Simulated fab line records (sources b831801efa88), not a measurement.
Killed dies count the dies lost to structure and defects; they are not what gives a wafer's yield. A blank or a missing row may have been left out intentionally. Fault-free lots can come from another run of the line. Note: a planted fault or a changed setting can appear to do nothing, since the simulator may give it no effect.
fab line records	flow sky130
record: lots: 6	wafers: 18	last-day: 49
route steps=708 shown VT_ADJUST_LVTN@104 VT_ADJUST_NCORE@119 PAD_OPEN@708
lots that met no fault: from a run of the same line without faults
start-h: hours from the record's opening day to when the first of the lot's shown wafers began	wait-h: time in hours since the lot's previous step	" the same as in the row above	L1.1+2: several wafers, shown together as one row	- either no value or no given start	* or withheld: withheld	< > ~ a bound
route shown NAME@n: a module of which the file shows steps, and the number in the route of the first	usual: average and standard deviation across the fault-free wafers	same: alike in all rows	chamber/n: place in a boat	sites: readings site by site	_std_site: the values' standard deviation	_edge_site: inner sites' mean taken away from outer sites' mean	radius-mm: how far each site lies from the wafer's centre	mask NAME#n: copy n	behind: the most recent tool/chamber to have shaped the wafer	hold: why the lot was held/for how many hours/how that ended	device: which transistor (n, p or np) failed to switch	end of line: the route-end tests of the same wafers	a step with no rows: only its recipe	killed: the dies lost at the first sort to structure and to defects; this is not the yield of the wafer	map: shows each die of a wafer: x if killed, . if not, _ if none is there
set.NAME: the run value of the setting; set.NAME@STEP: its run value at that earlier step	model.NAME: the simulator's own value behind a step, which no gauge read
lots seen at some steps along the route; tables by step, rows by wafer
services: a tool's chamber out of use, with start hour (start-h, from the record's first day; less than 0 if before it), hours out, and reason
== steps ==
step: SKY_VT_ADJUST_LVTN_OVL_MEAS_07
usual: VT_ADJUST_LVTN_OVL: -0.2/1.1
lot.wafer	tool	chamber	start-h	wait-h	VT_ADJUST_LVTN_OVL[nm]
L714.1	overlay-01	-	142.74	-	-0.2
L714.3	"	-	"	"	-0.7
L714.4	"	-	"	"	0.7
L719.3	overlay-02	-	170.78	-	-0.7
L719.5	"	-	"	"	-0.2
L719.6	"	-	"	"	1.0
L723.1	overlay-01	-	198.75	-	-1.0
L723.3	"	-	"	"	-0.4
L723.4	"	-	"	"	-0.9
L725.1	overlay-01	-	212.05	-	1.7
L725.2	"	-	"	"	1.4
L725.3	"	-	"	"	0.9
L726.2	overlay-02	-	219.77	-	-2.5
L726.5	"	-	"	"	-1.0
L726.6	"	-	"	"	-1.2
L729.1	overlay-01	-	239.65	-	-0.7
L729.5	"	-	"	"	-0.1
L729.6	"	-	"	"	-0.9
step: SKY_VT_ADJUST_LVTN_IMPLANT_08
recipe: species: B	energy-kev: 30	dose-cm2: 1.57e+12	tilt-deg: withheld
step: SKY_VT_ADJUST_LVTN_STRIP_09
recipe: chemistry: O2/N2	power-w: 1400	pressure-mtorr: 1500	platen-temp-c: withheld	o2-flow-sccm: 3000	n2-flow-sccm: 300	overash-fraction: 0.5
usual: drypump-motor-current-A: 5.71/0.23	oes-product-au: 0.722/0.0047	strip-time-to-endpoint-s: 36.91/0.11
lot.wafer	tool	chamber	start-h	wait-h	drypump-motor-current-A	oes-product-au	rf-hours-counter-h	strip-time-to-endpoint-s
L714.1	plasma-asher-03	0	142.93	0.1	5.80	0.728	2	36.96
L714.3	"	0	"	"	5.80	0.725	-	36.94
L714.4	"	1	"	"	5.41	0.727	-	36.99
L719.3	plasma-asher-04	0	170.99	0.1	5.72	0.722	-	36.78
L719.5	"	1	"	"	5.60	0.717	-	37.05
L719.6	"	0	"	"	5.73	0.722	-	36.98
L723.1	plasma-asher-02	0	198.94	0.1	5.68	0.713	52	36.88
L723.3	"	0	"	"	5.66	0.723	-	37.00
L723.4	"	1	"	"	6.13	0.720	-	36.75
L725.1	plasma-asher-02	0	212.24	0.1	5.66	0.719	54	36.96
L725.2	"	1	"	"	6.16	0.725	54	36.93
L725.3	"	1	"	"	6.10	0.720	-	37.04
L726.2	plasma-asher-03	1	219.95	0.1	5.42	0.715	9	36.62
L726.5	"	1	"	"	5.43	0.724	-	36.63
L726.6	"	0	"	"	5.81	0.732	-	36.87
L729.1	plasma-asher-03	0	239.84	0.1	5.79	0.723	11	36.80
L729.5	"	1	"	"	5.42	0.725	-	36.93
L729.6	"	0	"	"	5.80	0.718	-	36.83
step: SKY_VT_ADJUST_LVTN_TW_MEAS_10
usual: VT_ADJUST_LVTN_TW: 243.3/1.8
lot.wafer	tool	chamber	start-h	wait-h	VT_ADJUST_LVTN_TW
L714.1	film-metro-04	-	143.03	0.1	243.6
L714.3	"	-	"	"	243.8
L714.4	"	-	"	"	244.7
L719.3	film-metro-02	-	171.07	0.1	244.3
L719.5	"	-	"	"	244.3
L719.6	"	-	"	"	245.2
L723.1	film-metro-02	-	199.04	0.1	245.3
L723.3	"	-	"	"	243.7
L723.4	"	-	"	"	244.3
L725.1	film-metro-03	-	212.34	0.1	241.0
L725.2	"	-	"	"	241.8
L725.3	"	-	"	"	240.1
L726.2	film-metro-03	-	220.06	0.1	241.8
L726.5	"	-	"	"	240.8
L726.6	"	-	"	"	242.1
L729.1	film-metro-02	-	239.94	0.1	242.6
L729.5	"	-	"	"	242.8
L729.6	"	-	"	"	242.7
step: SKY_VT_ADJUST_LVTN_DEHYDRATE_11
recipe: temp-c: 200	time-s: 60
step: SKY_VT_ADJUST_LVTN_HMDS_12
recipe: prime-time-s: 60	prime-temp-c: 120
step: SKY_VT_ADJUST_LVTN_COAT_13
recipe: resist: NOVOLAK	spin-rpm: 3074	resist-thk-nm: 1140
step: SKY_VT_ADJUST_LVTN_SOFTBAKE_14
recipe: temp-c: 90	time-s: 60	resist: NOVOLAK
step: SKY_VT_ADJUST_LVTN_EXPOSE_15
recipe: mask-id: HVN_STD_DERIVED	na: 0.6	source-shape: conventional	sigma-outer: 0.6	polarization: unpolarized	target-cd-nm: 600	dose-mj: 163
step: SKY_VT_ADJUST_LVTN_PEB_16
recipe: temp-c: withheld	time-s: *	resist: NOVOLAK
step: SKY_VT_ADJUST_LVTN_DEVELOP_17
recipe: resist: NOVOLAK	developer: TMAH	develop-time-s: 60	dev-temp-c: 23
step: SKY_VT_ADJUST_LVTN_OVL_MEAS_18
usual: VT_ADJUST_LVTN_01_OVL: -1.0/1.4
lot.wafer	tool	chamber	start-h	wait-h	VT_ADJUST_LVTN_01_OVL[nm]
L714.1	overlay-02	-	162.50	0.1	0.6
L714.3	"	-	"	"	-1.7
L714.4	"	-	"	"	-0.2
L719.3	overlay-01	-	190.95	0.1	0.3
L719.5	"	-	"	"	-2.3
L719.6	"	-	"	"	-0.3
L723.1	overlay-02	-	221.05	0.1	1.0
L723.3	"	-	"	"	2.3
L723.4	"	-	"	"	1.8
L725.1	overlay-01	-	234.57	0.1	0.9
L725.2	"	-	"	"	0.8
L725.3	"	-	"	"	-0.1
L726.2	overlay-01	-	243.65	0.1	-1.8
L726.5	"	-	"	"	-1.5
L726.6	"	-	"	"	-3.2
L729.1	overlay-01	-	263.12	0.1	-1.5
L729.5	"	-	"	"	-2.5
L729.6	"	-	"	"	-1.3
step: SKY_VT_ADJUST_LVTN_IMPLANT_19
recipe: species: B	energy-kev: 30	dose-cm2: 6.5e+11	tilt-deg: withheld
usual: dose-ions-cm2: 6.501e+11/7.5e+08	faraday-current-uA: 3.67/0.079
lot.wafer	tool	chamber	start-h	wait-h	dose-ions-cm2	faraday-current-uA
L714.1	implanter-03	0	162.54	0.0	6.496e+11	3.72
L714.3	"	0	"	"	6.498e+11	3.66
L714.4	"	0	"	"	6.487e+11	3.62
L719.3	implanter-01	0	191.03	0.1	6.499e+11	3.59
L719.5	"	0	"	"	6.502e+11	3.63
L719.6	"	0	"	"	6.515e+11	3.46
L723.1	implanter-01	0	221.09	0.0	8.975e+11	4.92
L723.3	"	0	"	"	8.987e+11	4.97
L723.4	"	0	"	"	8.982e+11	5.13
L725.1	implanter-01	0	234.60	0.0	8.965e+11	5.09
L725.2	"	0	"	"	8.983e+11	5.06
L725.3	"	0	"	"	8.981e+11	4.85
L726.2	implanter-03	0	243.70	0.0	6.511e+11	3.75
L726.5	"	0	"	"	6.511e+11	3.50
L726.6	"	0	"	"	6.508e+11	3.66
L729.1	implanter-03	0	263.15	0.0	6.503e+11	3.60
L729.5	"	0	"	"	6.503e+11	3.64
L729.6	"	0	"	"	6.499e+11	3.68
step: SKY_VT_ADJUST_LVTN_STRIP_20
recipe: chemistry: O2/N2	power-w: 1400	pressure-mtorr: 1500	platen-temp-c: withheld	o2-flow-sccm: 3000	n2-flow-sccm: 300	overash-fraction: 0.5
usual: drypump-motor-current-A: 5.73/0.22	oes-product-au: 0.716/0.0047	strip-time-to-endpoint-s: 14.02/0.037
lot.wafer	tool	chamber	start-h	wait-h	drypump-motor-current-A	oes-product-au	rf-hours-counter-h	strip-time-to-endpoint-s
L714.1	plasma-asher-02	0	162.69	0.1	5.66	0.715	49	14.02
L714.3	"	0	"	"	5.67	0.721	-	13.97
L714.4	"	1	"	"	6.14	0.720	-	14.04
L719.3	plasma-asher-03	0	191.16	0.1	5.81	0.721	-	14.01
L719.5	"	1	"	"	5.41	0.721	-	14.08
L719.6	"	0	"	"	5.82	0.713	-	14.08
L723.1	plasma-asher-02	0	221.24	0.1	5.66	0.722	55	14.02
L723.3	"	1	"	"	6.16	0.717	-	14.02
L723.4	"	0	"	"	5.64	0.720	-	13.97
L725.1	plasma-asher-04	1	234.75	0.1	5.58	0.716	57	14.06
L725.2	"	0	"	"	5.73	0.718	57	14.07
L725.3	"	0	"	"	5.74	0.712	-	14.03
L726.2	plasma-asher-03	1	243.83	0.1	5.43	0.717	12	14.04
L726.5	"	1	"	"	5.41	0.724	-	14.02
L726.6	"	0	"	"	5.81	0.720	-	14.00
L729.1	plasma-asher-04	0	263.30	0.1	5.73	0.716	59	14.02
L729.5	"	0	"	"	5.74	0.716	-	14.02
L729.6	"	1	"	"	5.55	0.717	-	14.05
step: SKY_VT_ADJUST_LVTN_TW_MEAS_21
usual: VT_ADJUST_LVTN_2_TW: 189.6/1.3
lot.wafer	tool	chamber	start-h	wait-h	VT_ADJUST_LVTN_2_TW
L714.1	film-metro-04	-	162.80	0.1	187.3
L714.3	"	-	"	"	188.5
L714.4	"	-	"	"	189.1
L719.3	film-metro-03	-	191.25	0.1	189.1
L719.5	"	-	"	"	187.8
L719.6	"	-	"	"	188.3
L723.1	film-metro-04	-	221.34	0.1	208.3
L723.3	"	-	"	"	207.4
L723.4	"	-	"	"	207.4
L725.1	film-metro-04	-	234.85	0.1	208.1
L725.2	"	-	"	"	208.8
L725.3	"	-	"	"	208.4
L726.2	film-metro-02	-	243.94	0.1	192.1
L726.5	"	-	"	"	191.1
L726.6	"	-	"	"	190.3
L729.1	film-metro-02	-	263.40	0.1	191.4
L729.5	"	-	"	"	191.1
L729.6	"	-	"	"	191.3
step: SKY_VT_ADJUST_NCORE_DEHYDRATE_00
recipe: temp-c: 200	time-s: 60
step: SKY_PAD_OPEN_PROBE_99
usual: killed_at_M0_to_M3: 43/7.7	killed_at_M4_up: 3.0/1.7	killed-at-contacts: 24/5.2	killed-at-front-end: 15/4.5	killed-at-other: 0.3/0.5	killed-dies: 85/9.5	killed-open: 47/6.6	killed-short: 38/6.6
same: gross-dies: 492	killed-at-back-side: 0
lot.wafer	tool	chamber	start-h	wait-h	killed_at_M0_to_M3	killed_at_M4_up	killed-at-contacts	killed-at-front-end	killed-at-other	killed-dies	killed-open	killed-short	model.etest.res-pwell-under-gate.rs-ohm-sq	model.etest.tip_n_5v.rs-ohm-sq	model.etest.nfet-g5v0d10v5.body-rise-v	model.etest.nfet_16v.body-rise-v	model.etest.nfet-g5v0d10v5.vt-sat-v	model.etest.nfet-g5v0d10v5.vt-v	model.etest.nfet_16v.vt-v	model.etest.nfet-g5v0d10v5.vt-long-v
L714.1	prober-01	-	1070.48	0.1	47	1	25	14	0	87	52	35	2276	1409	0.6733	0.6681	0.7691	0.8272	0.7705	0.8147
L714.3	prober-01	-	1070.58	0.2	34	4	21	13	0	72	35	37	2277	1410	0.6748	0.6719	0.7748	0.8294	0.7708	0.8161
L714.4	prober-01	-	1070.63	0.2	32	3	22	15	0	72	40	32	2278	1395	0.669	0.6649	0.7757	0.8341	0.7653	0.8123
L719.3	prober-01	-	1109.97	0.2	39	3	23	14	0	79	47	32	2287	1353	0.6668	0.6637	0.7612	0.8188	0.7656	0.8029
L719.5	prober-01	-	1110.07	0.2	47	2	18	19	0	86	55	31	2276	1370	0.6756	0.6709	0.7703	0.8286	0.7761	0.819
L719.6	prober-01	-	1110.12	0.2	49	1	29	17	0	96	58	38	2282	1367	0.6675	0.6626	0.7605	0.8181	0.7657	0.8111
L723.1	prober-02	-	1128.25	0.1	49	3	24	14	1	91	58	33	2249	1395	0.6792	0.6738	0.7667	0.8206	0.7564	0.8012
L723.3	prober-02	-	1128.35	0.2	40	4	20	16	0	80	45	35	2231	1390	0.6788	0.6726	0.7654	0.8152	0.7545	0.7982
L723.4	prober-02	-	1128.40	0.2	43	5	18	17	0	83	50	33	2238	1389	0.6725	0.6704	0.7605	0.813	0.7591	0.7987
L725.1	prober-01	-	1134.84	0.1	59	4	26	8	0	97	61	36	2238	1404	0.6937	0.6891	0.7921	0.8434	0.7812	0.8224
L725.2	prober-01	-	1134.89	0.1	49	8	21	10	0	88	47	41	2241	1419	0.6892	0.6849	0.7843	0.8323	0.7755	0.8175
L725.3	prober-01	-	1134.94	0.2	41	1	19	18	0	79	47	32	2223	1399	0.6848	0.6814	0.781	0.831	0.766	0.8108
L726.2	prober-02	-	1144.63	0.1	40	4	32	21	0	97	48	49	2278	1406	0.6796	0.6764	0.7694	0.8244	0.7675	0.8137
L726.5	prober-02	-	1144.78	0.2	41	5	20	13	0	79	45	34	2290	1402	0.6657	0.6636	0.7541	0.8088	0.7496	0.7917
L726.6	prober-02	-	1144.83	0.2	38	8	21	12	0	79	43	36	2284	1406	0.6563	0.6519	0.7615	0.8133	0.7496	0.7911
L729.1	prober-01	-	1169.54	0.1	40	3	23	13	1	80	44	36	2296	1396	0.6758	0.6722	0.7821	0.84	0.7814	0.8268
L729.5	prober-01	-	1169.74	0.2	34	1	30	16	0	81	40	41	2284	1401	0.6785	0.6729	0.7848	0.8412	0.7844	0.8289
L729.6	prober-01	-	1169.79	0.2	50	3	22	16	0	91	45	46	2282	1407	0.6802	0.6761	0.7798	0.8391	0.7829	0.8293
killed by level:class
L714.1 VIA2:geometric-particle:open=10 VIA1:geometric-particle:open=9 FIELD_ISO:geometric-particle:open=8 CONTACT:geometric-particle:open=8 LI_CONTACT:geometric-particle:open=7 METAL2:geometric-particle:short=6 CONTACT:geometric-particle:short=5 METAL1:geometric-particle:short=5
L714.3 VIA2:geometric-particle:open=8 LI_CONTACT:geometric-particle:open=6 METAL1:geometric-particle:short=6 VIA3:geometric-particle:open=5 CONTACT:geometric-particle:open=5 VIA1:geometric-particle:short=5 LOCAL_INTERCONNECT:geometric-particle:short=4 VIA3:geometric-particle:short=4
L714.4 LI_CONTACT:geometric-particle:open=9 VIA3:geometric-particle:open=7 POLY_GATE:geometric-particle:open=6 CONTACT:geometric-particle:open=6 VIA1:geometric-particle:short=6 CONTACT:geometric-particle:short=5 VIA2:geometric-particle:open=5 FIELD_ISO:geometric-particle:short=4
L719.3 CONTACT:geometric-particle:open=13 VIA1:geometric-particle:open=10 VIA2:geometric-particle:open=8 VIA3:geometric-particle:short=6 POLY_GATE:geometric-particle:short=4 VIA1:geometric-particle:short=4 VIA3:geometric-particle:open=4 LI_CONTACT:geometric-particle:open=3
L719.5 LI_CONTACT:geometric-particle:open=9 VIA1:geometric-particle:open=9 VIA3:geometric-particle:open=8 CONTACT:geometric-particle:open=7 METAL1:geometric-particle:short=7 METAL2:geometric-particle:short=6 SPACER:geometric-particle:open=5 VIA2:geometric-particle:open=5
L719.6 VIA1:geometric-particle:open=17 CONTACT:geometric-particle:open=11 VIA2:geometric-particle:open=8 POLY_GATE:geometric-particle:open=6 LI_CONTACT:geometric-particle:open=6 METAL1:geometric-particle:short=5 VIA1:geometric-particle:short=5 FIELD_ISO:geometric-particle:short=4
L723.1 CONTACT:geometric-particle:open=11 VIA3:geometric-particle:open=11 VIA1:geometric-particle:open=10 VIA2:geometric-particle:open=8 LI_CONTACT:geometric-particle:open=7 FIELD_ISO:geometric-particle:short=5 VIA1:geometric-particle:short=5 METAL1:geometric-particle:short=4
L723.3 VIA1:geometric-particle:open=9 POLY_GATE:geometric-particle:open=6 LI_CONTACT:geometric-particle:open=6 CONTACT:geometric-particle:open=6 VIA2:geometric-particle:open=5 VIA3:geometric-particle:short=5 METAL1:geometric-particle:short=4 METAL2:geometric-particle:short=4
L723.4 VIA1:geometric-particle:open=13 VIA2:geometric-particle:open=10 CONTACT:geometric-particle:open=7 POLY_GATE:geometric-particle:short=5 METAL1:geometric-particle:short=5 VIA3:geometric-particle:open=5 FIELD_ISO:geometric-particle:short=4 METAL2:geometric-particle:short=4
L725.1 VIA1:geometric-particle:open=17 VIA2:geometric-particle:open=10 CONTACT:geometric-particle:open=9 LI_CONTACT:geometric-particle:open=7 VIA3:geometric-particle:open=7 METAL1:geometric-particle:short=5 LI_CONTACT:geometric-particle:short=5 VIA1:geometric-particle:short=5
L725.2 VIA1:geometric-particle:open=13 CONTACT:geometric-particle:open=8 VIA2:geometric-particle:open=8 METAL4:geometric-particle:short=6 METAL2:geometric-particle:short=6 LI_CONTACT:geometric-particle:open=5 CONTACT:geometric-particle:short=5 METAL1:geometric-particle:short=5
L725.3 CONTACT:geometric-particle:open=11 VIA1:geometric-particle:open=11 FIELD_ISO:geometric-particle:open=6 LI_CONTACT:geometric-particle:open=6 FIELD_ISO:geometric-particle:short=5 VIA1:geometric-particle:short=5 METAL2:geometric-particle:short=5 VIA2:geometric-particle:open=4
L726.2 CONTACT:geometric-particle:open=11 CONTACT:geometric-particle:short=9 FIELD_ISO:geometric-particle:short=8 VIA1:geometric-particle:open=7 METAL2:geometric-particle:short=6 POLY_GATE:geometric-particle:open=5 LI_CONTACT:geometric-particle:open=5 METAL1:geometric-particle:short=5
L726.5 VIA1:geometric-particle:open=11 METAL1:geometric-particle:short=7 VIA3:geometric-particle:open=7 LI_CONTACT:geometric-particle:open=6 CONTACT:geometric-particle:open=6 FIELD_ISO:geometric-particle:short=5 LOCAL_INTERCONNECT:geometric-particle:short=5 VIA1:geometric-particle:short=5
L726.6 VIA3:geometric-particle:open=10 VIA1:geometric-particle:open=9 LOCAL_INTERCONNECT:geometric-particle:short=6 VIA2:geometric-particle:open=6 LI_CONTACT:geometric-particle:open=5 LI_CONTACT:geometric-particle:short=4 CONTACT:geometric-particle:open=4 METAL4:geometric-particle:short=4
L729.1 LI_CONTACT:geometric-particle:open=9 VIA1:geometric-particle:open=9 VIA2:geometric-particle:open=8 CONTACT:geometric-particle:short=7 VIA3:geometric-particle:open=6 METAL2:geometric-particle:short=5 FIELD_ISO:geometric-particle:short=4 CONTACT:geometric-particle:open=4
L729.5 CONTACT:geometric-particle:open=14 FIELD_ISO:geometric-particle:open=7 FIELD_ISO:geometric-particle:short=6 VIA1:geometric-particle:open=5 VIA1:geometric-particle:short=5 CONTACT:geometric-particle:short=5 LI_CONTACT:geometric-particle:open=5 METAL2:geometric-particle:short=5
L729.6 METAL1:geometric-particle:short=9 VIA2:geometric-particle:open=9 CONTACT:geometric-particle:open=8 METAL2:geometric-particle:short=8 VIA1:geometric-particle:short=6 LI_CONTACT:geometric-particle:open=6 FIELD_ISO:geometric-particle:short=5 VIA1:geometric-particle:open=5
== services ==
tool	chamber	start-h	hours	kind
implanter-03	-	183.98	4.8	repair
implanter-03	-	185.05	2.4	repair
plasma-asher-03	-	194.28	5.4	repair
plasma-asher-04	-	199.25	1.9	repair
implanter-01	-	222.31	5.9	pm
plasma-asher-04	-	252.40	4.3	pm
== key ==
first-sign: step: SKY_VT_ADJUST_LVTN_IMPLANT_19	reading: dose-ions-cm2	direction: up	sigmas: 99+	usual: *	struck: *
effect: step: SKY_VT_ADJUST_LVTN_IMPLANT_19	reading: faraday-current-uA	direction: up	sigmas: 17	usual: 3.67	struck: 5.00
effect: step: SKY_VT_ADJUST_LVTN_TW_MEAS_21	reading: VT_ADJUST_LVTN_2_TW	direction: up	sigmas: 14	usual: 189.6	struck: 208.1
model-effect: step: SKY_PAD_OPEN_PROBE_99	value: etest.res-pwell-under-gate.rs-ohm-sq	without: 2281	struck: 2236
met-at SKY_VT_ADJUST_LVTN_IMPLANT_19
struck-wafers L723.1,L723.3,L723.4,L725.1,L725.2,L725.3
tester-left-out L723,L725
onset-between 191.03 221.09
fault: kind: process-parameter-drift	tool: implanter-01	chamber: -	onset-h: 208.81	steps: SKY_VT_ADJUST_LVTN_IMPLANT_19	channel: dose-cm2	offset: *	shape: step	end-h: 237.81	acts-in: *	stated: *
tester-left-out: of these lots the tester's yield and bins aren't shown, on N5 and GAA mostly nor the transistor test; their killed dies are dies lost to structure and defects alone, not to doping, threshold or leakage, so they don't give the yield
